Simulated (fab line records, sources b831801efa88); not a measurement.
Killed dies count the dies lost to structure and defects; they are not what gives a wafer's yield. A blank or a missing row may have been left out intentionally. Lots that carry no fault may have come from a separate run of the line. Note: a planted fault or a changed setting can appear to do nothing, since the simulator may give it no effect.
fab line records	flow sky130
[record] lots = 12	wafers = 36	lastDay = 50
route steps=708 shown VT_ADJUST_HVTR@133 VT_ADJUST_PCH@153 SONOS_TUNNEL@166 CONTACT@430 METAL1@449 PAD_OPEN@708
lots that met no fault: from a run of the same line without faults
startH: hours from the record's first day to the start of the lot's first wafer shown	waitH: hours since the lot's step before	" same as the row above	L1.1+2: a single row standing in for several wafers	- no value, or no start was given	* or withheld: withheld	< > ~ a bound
route shown NAME@n: names a module that has steps shown in the file, with the first one's number in the route	usual: average and standard deviation across the fault-free wafers	same: alike in all rows	chamber/n: place in a boat	sites: readings site by site	_std_site: the values' standard deviation	_edge_site: mean of outer sites minus mean of inner sites	radiusMm: how far each site lies from the wafer's centre	mask NAME#n: copy n	behind: the tool/chamber that last shaped the wafer	hold: cause of the lot's hold/its duration in hours/its outcome	device: the transistor (n, p or np) that didn't switch	end of line: the same wafers' tests at the end of the route	a step with no rows: only its recipe	killed: at the first sort, the dies lost to defects and structure; wafer yield is something else	map: dies across one wafer; x = killed, . = not, _ = none there
set.NAME: the setting the step ran with; set.NAME@STEP: the setting that earlier step ran with	model.NAME: the simulator's own value behind a step, which no gauge read
a sample of lots followed through the steps of the route, with each step as a table and each wafer as a row
services: a tool's chamber out of use, with start hour (startH, from the record's first day; less than 0 if before it), hours out, and reason
[[steps]]
[step SKY_VT_ADJUST_HVTR_COAT_02]
[recipe] resist = NOVOLAK	spinRpm = 3000	resistThkNm = 1140
[usual] chillPlateTempC = 23.01/0.11	dispensePressureKPa = 47.2/1.1
lot.wafer	tool	chamber	startH	waitH	chillPlateTempC	dispensePressureKPa
L299.1	lithoTrack-03	0	196.31	0.1	22.96	46.6
L299.3	"	0	"	"	23.00	46.6
L299.6	"	0	"	"	22.95	46.6
L303.1	lithoTrack-02	0	218.19	0.1	23.17	48.7
L303.3	"	0	"	"	23.10	48.7
L303.6	"	0	"	"	23.12	48.7
L305.1	lithoTrack-03	0	237.86	0.1	23.07	46.6
L305.2	"	0	"	"	23.07	46.6
L305.6	"	0	"	"	22.99	46.6
L306.1	lithoTrack-03	0	242.66	0.1	22.96	46.6
L306.4	"	0	"	"	23.14	46.6
L306.5	"	0	"	"	22.99	46.6
L307.3	lithoTrack-03	-	246.11	0.1	-	-
L307.5	"	-	"	"	-	-
L307.6	"	-	"	"	-	-
L308.1	lithoTrack-03	-	259.46	0.1	-	-
L308.2	"	-	"	"	-	-
L308.5	"	-	"	"	-	-
L309.2	lithoTrack-03	-	268.18	0.1	-	-
L309.4	"	-	"	"	-	-
L309.6	"	-	"	"	-	-
L317.1	lithoTrack-03	0	329.41	0.1	22.98	46.6
L317.4	"	0	"	"	23.01	46.6
L317.5	"	0	"	"	22.77	46.6
L318.2	lithoTrack-02	0	335.71	0.1	23.02	48.6
L318.3	"	0	"	"	22.96	48.6
L318.5	"	0	"	"	23.08	48.6
L319.1	lithoTrack-03	0	342.36	0.1	23.16	46.6
L319.4	"	0	"	"	22.97	46.6
L319.5	"	0	"	"	23.06	46.6
L320.2	lithoTrack-02	0	347.76	0.1	23.10	48.6
L320.4	"	0	"	"	22.98	48.6
L320.5	"	0	"	"	23.06	48.6
L321.1	lithoTrack-02	0	352.69	0.1	23.01	48.6
L321.2	"	0	"	"	22.97	48.6
L321.3	"	0	"	"	22.97	48.6
[step SKY_VT_ADJUST_HVTR_CD_MEAS_07]
[recipe] targetCdNm = 380
[usual] cdNm = 380.1/2.1
lot.wafer	tool	chamber	startH	waitH	cdNm
L299.1	cdSem-01	-	207.75	0.1	377.9
L299.3	"	-	"	"	378.5
L299.6	"	-	"	"	375.9
L303.1	cdSem-02	-	230.31	0.1	378.8
L303.3	"	-	"	"	379.8
L303.6	"	-	"	"	380.1
L305.1	cdSem-01	-	248.44	0.1	376.5
L305.2	"	-	"	"	376.0
L305.6	"	-	"	"	377.2
L306.1	cdSem-02	-	255.20	0.1	381.8
L306.4	"	-	"	"	382.7
L306.5	"	-	"	"	382.2
L307.3	cdSem-02	-	258.89	0.1	-
L307.5	"	-	"	"	-
L307.6	"	-	"	"	-
L308.1	cdSem-02	-	271.85	0.1	-
L308.2	"	-	"	"	-
L308.5	"	-	"	"	-
L309.2	cdSem-02	-	280.43	0.1	-
L309.4	"	-	"	"	-
L309.6	"	-	"	"	-
L317.1	cdSem-02	-	343.26	0.1	377.8
L317.4	"	-	"	"	377.1
L317.5	"	-	"	"	375.7
L318.2	cdSem-02	-	349.57	0.1	381.8
L318.3	"	-	"	"	379.3
L318.5	"	-	"	"	382.2
L319.1	cdSem-01	-	356.35	0.1	379.5
L319.4	"	-	"	"	380.2
L319.5	"	-	"	"	381.8
L320.2	cdSem-01	-	361.91	0.1	380.0
L320.4	"	-	"	"	382.3
L320.5	"	-	"	"	381.1
L321.1	cdSem-02	-	367.50	0.1	381.3
L321.2	"	-	"	"	381.5
L321.3	"	-	"	"	380.5
[step SKY_VT_ADJUST_PCH_TW_MEAS_10]
[usual] VT_ADJUST_PCH_TW = 143.2/1.3
lot.wafer	tool	chamber	startH	waitH	VT_ADJUST_PCH_TW
L299.1	filmMetro-04	-	230.72	0.1	140.9
L299.3	"	-	"	"	140.7
L299.6	"	-	"	"	141.3
L303.1	filmMetro-02	-	253.07	0.1	144.5
L303.3	"	-	"	"	143.7
L303.6	"	-	"	"	144.3
L305.1	filmMetro-02	-	273.76	0.1	143.8
L305.2	"	-	"	"	143.9
L305.6	"	-	"	"	143.8
L306.1	filmMetro-03	-	280.39	0.1	142.0
L306.4	"	-	"	"	142.3
L306.5	"	-	"	"	142.9
L307.3	filmMetro-02	-	283.49	0.1	226.3
L307.5	"	-	"	"	224.9
L307.6	"	-	"	"	226.2
L308.1	filmMetro-02	-	297.34	0.1	227.2
L308.2	"	-	"	"	225.3
L308.5	"	-	"	"	224.8
L309.2	filmMetro-03	-	306.77	0.1	220.8
L309.4	"	-	"	"	223.7
L309.6	"	-	"	"	222.6
L317.1	filmMetro-02	-	371.77	0.1	144.0
L317.4	"	-	"	"	143.4
L317.5	"	-	"	"	143.6
L318.2	filmMetro-03	-	378.70	0.1	144.7
L318.3	"	-	"	"	143.7
L318.5	"	-	"	"	143.5
L319.1	filmMetro-03	-	385.47	0.1	143.1
L319.4	"	-	"	"	143.8
L319.5	"	-	"	"	143.5
L320.2	filmMetro-03	-	391.75	0.1	143.2
L320.4	"	-	"	"	143.7
L320.5	"	-	"	"	142.9
L321.1	filmMetro-03	-	396.07	0.1	143.6
L321.2	"	-	"	"	143.6
L321.3	"	-	"	"	143.3
[step SKY_SONOS_TUNNEL_TW_MEAS_12]
[usual] SONOS_TUNNEL_TW = 197.5/1.3
lot.wafer	tool	chamber	startH	waitH	SONOS_TUNNEL_TW
L299.1	filmMetro-03	-	253.11	0.0	196.0
L299.3	"	-	"	"	196.2
L299.6	"	-	"	"	196.4
L303.1	filmMetro-02	-	278.15	0.0	198.9
L303.3	"	-	"	"	199.1
L303.6	"	-	"	"	198.2
L305.1	filmMetro-03	-	299.37	0.0	197.4
L305.2	"	-	"	"	196.2
L305.6	"	-	"	"	196.6
L306.1	filmMetro-01	-	306.62	0.0	198.2
L306.4	"	-	"	"	196.5
L306.5	"	-	"	"	195.8
L307.3	filmMetro-01	-	309.59	0.0	247.8
L307.5	"	-	"	"	246.9
L307.6	"	-	"	"	249.0
L308.1	filmMetro-02	-	323.92	0.0	251.5
L308.2	"	-	"	"	251.7
L308.5	"	-	"	"	252.3
L309.2	filmMetro-02	-	334.18	0.0	252.4
L309.4	"	-	"	"	251.5
L309.6	"	-	"	"	250.4
L317.1	filmMetro-03	-	400.54	0.0	199.0
L317.4	"	-	"	"	198.8
L317.5	"	-	"	"	199.3
L318.2	filmMetro-03	-	407.90	0.0	197.9
L318.3	"	-	"	"	197.5
L318.5	"	-	"	"	198.0
L319.1	filmMetro-03	-	415.54	0.0	197.6
L319.4	"	-	"	"	198.3
L319.5	"	-	"	"	197.6
L320.2	filmMetro-03	-	421.70	0.0	197.4
L320.4	"	-	"	"	197.8
L320.5	"	-	"	"	199.6
L321.1	filmMetro-03	-	426.48	0.0	197.9
L321.2	"	-	"	"	198.9
L321.3	"	-	"	"	198.1
[step SKY_CONTACT_CVD_24]
[recipe] material = W	targetThkNm = 340	timeS = 102.12	tempC = 400	pressureTorr = 40
[usual] heaterPowerW = 820/81
lot.wafer	tool	chamber	startH	waitH	heaterPowerW
L299.1	cvdW-01	1	740.86	0.0	846
L299.3	"	1	"	"	871
L299.6	"	0	"	"	924
L303.1	cvdW-02	1	764.43	0.0	699
L303.3	"	1	"	"	717
L303.6	"	0	"	"	835
L305.1	cvdW-02	0	787.55	0.0	844
L305.2	"	1	"	"	723
L305.6	"	0	"	"	850
L306.1	cvdW-02	0	797.72	0.0	861
L306.4	"	1	"	"	695
L306.5	"	0	"	"	853
L307.3	cvdW-01	0	798.05	0.1	935
L307.5	"	1	"	"	864
L307.6	"	0	"	"	929
L308.1	cvdW-02	0	805.69	0.0	845
L308.2	"	1	"	"	709
L308.5	"	0	"	"	859
L309.2	cvdW-01	1	824.05	0.0	845
L309.4	"	1	"	"	888
L309.6	"	0	"	"	932
L317.1	cvdW-02	0	883.97	0.0	876
L317.4	"	0	"	"	867
L317.5	"	1	"	"	712
L318.2	cvdW-02	0	891.89	0.0	856
L318.3	"	0	"	"	855
L318.5	"	0	"	"	849
L319.1	cvdW-02	1	902.36	0.0	704
L319.4	"	1	"	"	708
L319.5	"	1	"	"	716
L320.2	cvdW-02	0	913.57	0.0	873
L320.4	"	0	"	"	858
L320.5	"	0	"	"	868
L321.1	cvdW-02	0	915.80	0.0	874
L321.2	"	1	"	"	718
L321.3	"	1	"	"	705
[step SKY_METAL1_CD_MEAS_15]
[recipe] targetCdNm = 140
[usual] cdNm = 140.2/1.5
lot.wafer	tool	chamber	startH	waitH	cdNm
L299.1	cdSem-02	-	768.80	-	141.3
L299.3	"	-	"	"	141.2
L299.6	"	-	"	"	141.2
L303.1	cdSem-01	-	792.05	-	140.5
L303.3	"	-	"	"	138.7
L303.6	"	-	"	"	138.3
L305.1	cdSem-01	-	815.04	-	140.3
L305.2	"	-	"	"	141.7
L305.6	"	-	"	"	141.6
L306.1	cdSem-01	-	824.99	-	141.4
L306.4	"	-	"	"	140.9
L306.5	"	-	"	"	140.6
L307.3	cdSem-02	-	825.12	-	139.1
L307.5	"	-	"	"	138.8
L307.6	"	-	"	"	137.6
L308.1	cdSem-02	-	833.04	-	140.5
L308.2	"	-	"	"	140.7
L308.5	"	-	"	"	142.5
L309.2	cdSem-02	-	851.62	-	142.3
L309.4	"	-	"	"	141.8
L309.6	"	-	"	"	143.0
L317.1	cdSem-02	-	910.44	-	140.5
L317.4	"	-	"	"	140.2
L317.5	"	-	"	"	139.9
L318.2	cdSem-02	-	918.16	-	140.4
L318.3	"	-	"	"	140.3
L318.5	"	-	"	"	140.7
L319.1	cdSem-01	-	928.28	-	140.7
L319.4	"	-	"	"	139.5
L319.5	"	-	"	"	139.3
L320.2	cdSem-01	-	939.32	-	139.9
L320.4	"	-	"	"	140.8
L320.5	"	-	"	"	140.3
L321.1	cdSem-01	-	941.70	-	139.4
L321.2	"	-	"	"	140.5
L321.3	"	-	"	"	140.6
[step SKY_METAL1_OVL_MEAS_16]
[usual] METAL1_OVL = 1/5.4
lot.wafer	tool	chamber	startH	waitH	METAL1_OVL[nm]
L299.1	overlay-01	-	768.92	0.1	7
L299.3	"	-	"	"	-1
L299.6	"	-	"	"	-9
L303.1	overlay-02	-	792.17	0.1	2
L303.3	"	-	"	"	-5
L303.6	"	-	"	"	7
L305.1	overlay-01	-	815.16	0.1	-5
L305.2	"	-	"	"	5
L305.6	"	-	"	"	-11
L306.1	overlay-01	-	825.11	0.1	7
L306.4	"	-	"	"	3
L306.5	"	-	"	"	-2
L307.3	overlay-02	-	825.21	0.1	0
L307.5	"	-	"	"	1
L307.6	"	-	"	"	-1
L308.1	overlay-02	-	833.16	0.1	3
L308.2	"	-	"	"	3
L308.5	"	-	"	"	9
L309.2	overlay-02	-	851.73	0.1	2
L309.4	"	-	"	"	-6
L309.6	"	-	"	"	-6
L317.1	overlay-02	-	910.56	0.1	-2
L317.4	"	-	"	"	4
L317.5	"	-	"	"	3
L318.2	overlay-01	-	918.26	0.1	-8
L318.3	"	-	"	"	-8
L318.5	"	-	"	"	-3
L319.1	overlay-01	-	928.40	0.1	5
L319.4	"	-	"	"	11
L319.5	"	-	"	"	8
L320.2	overlay-02	-	939.43	0.1	-5
L320.4	"	-	"	"	-14
L320.5	"	-	"	"	-5
L321.1	overlay-02	-	941.82	0.1	-3
L321.2	"	-	"	"	-7
L321.3	"	-	"	"	-6
[step SKY_PAD_OPEN_PROBE_99]
[usual] killed_at_M0_to_M3 = 43/6.7	killed_at_M4_up = 3.1/1.9	killedAtContacts = 25/5	killedAtFrontEnd = 15/4	killedAtOther = 0.4/0.69	killedDies = 87/9.2	killedOnRim = 17/3.6	killedOpen = 46/7.1	killedShort = 40/6.8
[same] grossDies = 492	killedAtBackSide = 0
lot.wafer	tool	chamber	startH	waitH	killed_at_M0_to_M3	killed_at_M4_up	killedAtContacts	killedAtFrontEnd	killedAtOther	killedDies	killedOnRim	killedOpen	killedShort
L307.3	prober-01	-	1127.06	0.2	39	4	26	423	0	492	96	58	33
L307.5	prober-01	-	1127.16	0.2	33	6	19	434	0	492	96	43	29
L307.6	prober-01	-	1127.21	0.2	40	4	26	422	0	492	96	52	36
L308.1	prober-02	-	1129.51	0.1	35	3	35	418	1	492	96	49	37
L308.2	prober-02	-	1129.56	0.1	38	2	24	428	0	492	96	41	39
L308.5	prober-02	-	1129.71	0.2	40	6	30	416	0	492	96	36	51
L309.2	prober-01	-	1141.37	0.1	38	9	20	425	0	492	96	47	37
L309.4	prober-01	-	1141.47	0.2	59	4	22	407	0	492	96	54	44
L309.6	prober-01	-	1141.57	0.2	43	0	29	420	0	492	96	52	34
// killed by level:class
L307.3 VT_ADJUST_HVTR:areaExpose=401 CONTACT:geometricParticle:open=12 VIA1:geometricParticle:open=12 VIA3:geometricParticle:open=6 FIELD_ISO:geometricParticle:open=5 LI_CONTACT:geometricParticle:open=5 METAL1:geometricParticle:short=5 FIELD_ISO:geometricParticle:short=4
L307.5 VT_ADJUST_HVTR:areaExpose=419 VIA1:geometricParticle:open=8 CONTACT:geometricParticle:open=8 POLY_GATE:geometricParticle:short=7 VIA2:geometricParticle:open=6 LI_CONTACT:geometricParticle:open=5 VIA3:geometricParticle:open=4 POLY_GATE:geometricParticle:open=3
L307.6 VT_ADJUST_HVTR:areaExpose=404 VIA1:geometricParticle:open=15 CONTACT:geometricParticle:open=13 METAL1:geometricParticle:short=5 LI_CONTACT:geometricParticle:open=5 FIELD_ISO:geometricParticle:short=4 POLY_GATE:geometricParticle:open=4 LI_CONTACT:geometricParticle:short=4
L308.1 VT_ADJUST_HVTR:areaExpose=406 CONTACT:geometricParticle:open=18 VIA1:geometricParticle:open=7 LOCAL_INTERCONNECT:geometricParticle:short=7 CONTACT:geometricParticle:short=7 FIELD_ISO:geometricParticle:open=5 VIA2:geometricParticle:open=5 METAL2:geometricParticle:short=4
L308.2 VT_ADJUST_HVTR:areaExpose=412 LI_CONTACT:geometricParticle:open=8 CONTACT:geometricParticle:open=7 VIA1:geometricParticle:short=6 VIA1:geometricParticle:open=6 CONTACT:geometricParticle:short=5 FIELD_ISO:geometricParticle:open=4 METAL1:geometricParticle:short=4
L308.5 VT_ADJUST_HVTR:areaExpose=404 CONTACT:geometricParticle:short=9 CONTACT:geometricParticle:open=8 VIA1:geometricParticle:open=7 LOCAL_INTERCONNECT:geometricParticle:short=7 FIELD_ISO:geometricParticle:short=5 VIA1:geometricParticle:short=5 METAL2:geometricParticle:short=5
L309.2 VT_ADJUST_HVTR:areaExpose=406 VIA1:geometricParticle:open=10 VIA3:geometricParticle:open=8 CONTACT:geometricParticle:open=6 POLY_GATE:geometricParticle:short=5 VIA1:geometricParticle:short=5 METAL2:geometricParticle:short=5 FIELD_ISO:geometricParticle:short=4
L309.4 VT_ADJUST_HVTR:areaExpose=393 VIA1:geometricParticle:open=14 VIA3:geometricParticle:open=10 METAL1:geometricParticle:short=8 LI_CONTACT:geometricParticle:open=7 CONTACT:geometricParticle:open=7 METAL2:geometricParticle:short=7 VIA3:geometricParticle:short=6
L309.6 VT_ADJUST_HVTR:areaExpose=405 CONTACT:geometricParticle:open=12 VIA1:geometricParticle:open=8 VIA3:geometricParticle:open=8 METAL2:geometricParticle:short=7 LI_CONTACT:geometricParticle:open=6 VIA2:geometricParticle:open=6 POLY_GATE:geometricParticle:open=5
[[services]]
tool	chamber	startH	hours	kind
cvdW-01	-	179.31	2.8	pm
cvdW-01	0	190.30	10.0	repair
cvdW-01	-	261.87	0.6	repair
cvdW-01	1	348.36	12.9	repair
cvdW-01	-	361.15	1.0	repair
cvdW-01	-	378.12	3.6	repair
cvdW-02	-	390.00	14.0	pm
cvdW-02	0	390.00	14.0	ventCycle
cvdW-02	1	390.00	14.0	ventCycle
cvdW-02	0	404.00	-	clean
cvdW-02	0	414.52	9.6	repair
cvdW-02	0	566.70	6.4	repair
cvdW-01	-	602.48	6.9	pm
cvdW-02	0	610.10	10.0	repair
cvdW-02	0	692.46	9.8	repair
cvdW-02	1	696.29	1.3	repair
cvdW-02	1	727.02	6.3	repair
cvdW-02	-	758.38	0.9	repair
cvdW-02	-	822.36	6.9	pm
cvdW-01	1	883.93	9.3	repair
cvdW-02	-	884.82	0.6	repair
cvdW-01	0	886.91	6.0	repair
cvdW-02	0	899.02	9.0	repair
cvdW-01	-	904.00	14.0	pm
[[key]]
[firstSign] step = SKY_VT_ADJUST_HVTR_COAT_02	reading = toolRecord	direction = missing
[effect] step = SKY_VT_ADJUST_HVTR_CD_MEAS_07	reading = cdNm	direction = missing
[effect] step = SKY_VT_ADJUST_PCH_TW_MEAS_10	reading = VT_ADJUST_PCH_TW	direction = up	sigmas = 63	usual = 143.2	struck = 224.6
[effect] step = SKY_SONOS_TUNNEL_TW_MEAS_12	reading = SONOS_TUNNEL_TW	direction = up	sigmas = 41	usual = 197.5	struck = 250.4
[effect] step = SKY_PAD_OPEN_PROBE_99	reading = killedAtFrontEnd	direction = up	sigmas = 99+	usual = 15	struck = 421
[moreKillsBornAt] SKY_VT_ADJUST_HVTR_EXPOSE_04@ilineStepper-01 = 3650
metAt SKY_VT_ADJUST_HVTR_COAT_02
struckLots L307,L308,L309
testerLeftOut L307,L308,L309
notActingAt SKY_CONTACT_CVD_24,SKY_METAL1_CD_MEAS_15,SKY_METAL1_OVL_MEAS_16
onsetBetween 242.66 246.11
[fault] kind = skippedStepWhole	tool = lithoTrack-03	chamber = -	onsetH = 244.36	steps = SKY_VT_ADJUST_HVTR_COAT_02	scope = struckLotsOnly
// testerLeftOut: of these lots the tester's yield and bins aren't shown, on N5 and GAA mostly nor the transistor test; their killed dies are dies lost to structure and defects alone, not to doping, threshold or leakage, so they don't give the yield
